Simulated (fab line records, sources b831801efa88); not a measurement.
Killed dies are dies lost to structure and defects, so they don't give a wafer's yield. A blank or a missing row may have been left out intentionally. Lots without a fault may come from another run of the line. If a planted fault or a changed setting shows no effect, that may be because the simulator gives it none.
Struck lot and sound lot, side by side	flow sky130	14 steps out of a route of 708
Sound: wafers L889.2, L889.3, L889.4. Struck: wafers L892.1, L892.3, L892.4. The cause is named last.
For every step that has rows: the tool of each side, followed by ch and its chambers, followed by its first start. Under that, the readings that differ: sound wafers	struck wafers	difference of the means	sigmas: that difference in standard deviations of wafers without a fault.
alike: readings whose means differ by less than 2 such deviations, and words and numbers that are the same on both sides. not compared: withheld readings, readings that some wafer has no value for, bounds like >300 that may hide the same value, and numbers for which the record gives no deviation and whose values overlap.
A row with sigmas, a row that says differs or no value, or rows on one side alone: a step with any of these is where the two part. When numbers do not overlap yet have no deviation, they are printed without sigmas and do not part them. A reading that every wafer of one side lacks parts them only if that side has two wafers or more.

SKY_METAL4_STRIP_19: strips in O2/N2.
  sound on plasma_asher-03 ch 0,1, day 43 15:04; struck on plasma_asher-04 ch 0,1, day 44 08:17
  alike: drypump_motor_current_A, oes_product_au, strip_time_to_endpoint_s
  not compared: rf_hours_counter_h
then, 4 steps without rows for these wafers: SKY_METAL4_STRIP_20 (strips in post etch residue remover, time 1200 s); SKY_METAL4_CLEAN_21 (cleans in IPA, time 180 s); SKY_METAL4_CLEAN_22 (cleans in O3/DIW); SKY_VIA4_HDPCVD_00 (deposits SiO2, target thk 1750 nm, time 291.7 s).
SKY_VIA4_THK_MEAS_01:
  sound: film_metro-03 at day 43 15:51; struck: film_metro-01 at day 44 09:03
  alike: VIA4_HDPCVD_THK
SKY_VIA4_CMP_02: polishes SiO2.
  sound on cmp-01 ch 0,1,2, day 43 15:54; struck on cmp-01 ch 0,1,2, day 44 09:10
  alike: motor_current_A, slurry_filter_dp_kPa
SKY_VIA4_BOW_MEAS_03:
  sound: film_metro-01 at day 43 16:13; struck: film_metro-01 at day 44 09:25
  alike: VIA4_BOW
then, 4 steps without rows for these wafers: SKY_VIA4_DEHYDRATE_04 (time 60 s); SKY_VIA4_HMDS_05 (prime time 60 s); SKY_VIA4_COAT_06 (resist thk 1140 nm); SKY_VIA4_SOFTBAKE_07 (time 60 s).
SKY_VIA4_EXPOSE_08: exposes mask VIM4, target cd 800 nm.
  struck on iline_stepper-01, day 44 20:28; sound on iline_stepper-02 ch 0, day 44 03:19
  no value came back on the struck wafers for exposure_dose_mJ_cm2, focus_offset_nm (nm); on the sound wafers exposure_dose_mJ_cm2 reads 131.84 131.86 132.02
  alike: mask
next, for these wafers, 1 step has no rows: SKY_VIA4_PEB_09.

## WHERE THEY PART
SKY_VIA4_EXPOSE_08 only, going by this record.

WHY: what had been put in by the simulator
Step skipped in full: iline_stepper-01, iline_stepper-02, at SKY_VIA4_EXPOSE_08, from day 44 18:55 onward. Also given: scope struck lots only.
